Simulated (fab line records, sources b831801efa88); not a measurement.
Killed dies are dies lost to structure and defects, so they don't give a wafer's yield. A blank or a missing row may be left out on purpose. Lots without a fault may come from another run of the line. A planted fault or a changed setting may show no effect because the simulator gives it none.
A struck lot beside a sound one | flow sfq_line | 19 steps out of a route of 325
Sound: wafers L422.2, L422.5, L422.6. Struck: wafer L412.2. (L412.1, L412.4 of the same lot were not struck and are left out.) The cause comes at the end.
At each step with rows: each side's tool, then ch and its chambers, then its first start. Under that, the readings that differ: sound wafers | struck wafers | difference of the means | sigmas: that difference in standard deviations of wafers without a fault.
alike: readings whose means differ by less than 2 such deviations, and words and numbers that are the same on both sides. not compared: withheld readings, readings that some wafer has no value for, bounds like >300 that may hide the same value, and numbers for which the record gives no deviation and whose values overlap.
The two part at a step that has a row with sigmas, a row that says differs or no value, or rows on one side only. Numbers that don't overlap but have no deviation are shown without sigmas and don't part them. A reading that every wafer of one side lacks parts them only if that side has two wafers or more.

SFQ_M1_OVL_MEAS_911:
  sound on overlay-01, day 18 20:56; struck on overlay-01, day 15 18:59
  alike: M1_OVL
SFQ_TRILAYER_M1_BARC_OPEN_METAL_ETCH_054: etches BARC in O2, target depth 125 nm, time 41.7 s.
  sound on rie_metal-03 ch 0,1, day 18 20:58; struck on rie_metal-03 ch 1, day 15 19:01
  reading               | sound             | struck | difference | sigmas
  oes_product_au (a.u.) | 0.689 0.693 0.687 | 0.677  | -0.013     | -3
  alike: drypump_motor_current_A, rf_fwd_power_W
  not compared: rf_hours_counter_h
then, 1 step without rows for these wafers: SFQ_TRILAYER_M1_ETCH_METAL_ETCH_042 (etches Nb in Cl2/Ar, stops on SiO2, target depth 240 nm, time 120 s).
SFQ_TRILAYER_M1_STRIP_STRIP_043: strips in O2.
  sound on rie_metal-03 ch 0,1, day 18 21:09; struck on rie_metal-03 ch 1, day 15 19:12
  alike: drypump_motor_current_A, oes_product_au
  not compared: rf_hours_counter_h
then, 1 step without rows for these wafers: SFQ_TRILAYER_M1_STRIP_SOLV_CLEAN_044 (cleans in NMP, time 600 s).
SFQ_TRILAYER_I1_DEP_PECVD_045: deposits SiO2 from SiH4/N2O, time 111.11 s, target thk 500 nm.
  sound on pecvd-03 ch 0,1,2, day 18 21:56; struck on pecvd-04 ch 2, day 15 19:59
  alike: heater_power_w, rf_fwd_power_W, throttle_valve_pct
then, 1 step without rows for these wafers: SFQ_TRILAYER_I1_CMP_CMP_046 (polishes SiO2).
SFQ_I1_BOW_MEAS_912:
  sound on film_metro-04, day 19 01:37; struck on film_metro-01, day 16 04:00
  alike: I1_BOW
SFQ_TRILAYER_I1_METRO_MEASURE_047:
  sound on film_metro-04, day 19 01:55; struck on film_metro-01, day 16 04:07
  alike: thk_nm
then, 3 steps without rows for these wafers: SFQ_TRILAYER_I1_VIA_LITHO_COAT_054 (resist thk 62 nm); SFQ_TRILAYER_I1_VIA_LITHO_COAT_049 (resist thk 650 nm); SFQ_TRILAYER_I1_VIA_LITHO_SOFTBAKE_053.
-- the record jumps here: 4 days lie between the struck wafers' starts before and after --
SFQ_TRILAYER_I1_VIA_LITHO_EXPOSE_050: exposes mask I1, target cd 500 nm.
  sound on krf_scanner-01 ch 0, day 22 22:51; struck on krf_scanner-01 ch 0, day 19 16:33
  alike: mask
then, 2 steps without rows for these wafers: SFQ_TRILAYER_I1_VIA_LITHO_PEB_052 (peb time 60 s); SFQ_TRILAYER_I1_VIA_LITHO_DEVELOP_051 (time 60 s).
SFQ_I1_OVL_MEAS_913:
  sound on overlay-02, day 23 00:10; struck on overlay-02, day 19 18:03
  alike: I1_OVL
SFQ_TRILAYER_I1_VIA_BARC_OPEN_VIA_ETCH_071: etches BARC in O2, target depth 125 nm, time 41.7 s.
  sound on rie_diel-03 ch 0,1,3, day 23 00:11; struck on rie_diel-02 ch 1, day 19 18:05
  reading             | sound           | struck | difference | sigmas
  model.I1.cd_nm (nm) | 501 498.1 500.4 | 506.7  | +6.9       |
  alike: drypump_motor_current_A, oes_product_au, rf_fwd_power_W
  not compared: rf_hours_counter_h
SFQ_TRILAYER_I1_VIA_ETCH_VIA_ETCH_052: etches SiO2 in CHF3, stops on Nb, target depth 260 nm.
  sound on rie_diel-03 ch 0,1,3, day 23 00:14; struck on rie_diel-02 ch 1, day 19 18:08
  reading               | sound             | struck | difference | sigmas
  oes_product_au (a.u.) | 0.857 0.864 0.852 | 0.841  | -0.017     | -3
  model.I1.cd_nm (nm)   | 501.9 499.5 500.9 | 505.2  | +4.4       |
  alike: drypump_motor_current_A, rf_fwd_power_W
SFQ_TRILAYER_I1_VIA_STRIP_STRIP_053: strips in O2.
  sound on rie_metal-02 ch 0,1, day 23 00:20; struck on rie_metal-01 ch 1, day 19 18:14
  alike: drypump_motor_current_A, oes_product_au
  not compared: rf_hours_counter_h

WHERE THEY PART
First at SFQ_TRILAYER_M1_BARC_OPEN_METAL_ETCH_054; last, within this record, at SFQ_TRILAYER_I1_VIA_ETCH_VIA_ETCH_052. Later steps at which nothing parts them and some readings are alike: SFQ_TRILAYER_I1_VIA_STRIP_STRIP_053.

WHY: what the simulator had put in
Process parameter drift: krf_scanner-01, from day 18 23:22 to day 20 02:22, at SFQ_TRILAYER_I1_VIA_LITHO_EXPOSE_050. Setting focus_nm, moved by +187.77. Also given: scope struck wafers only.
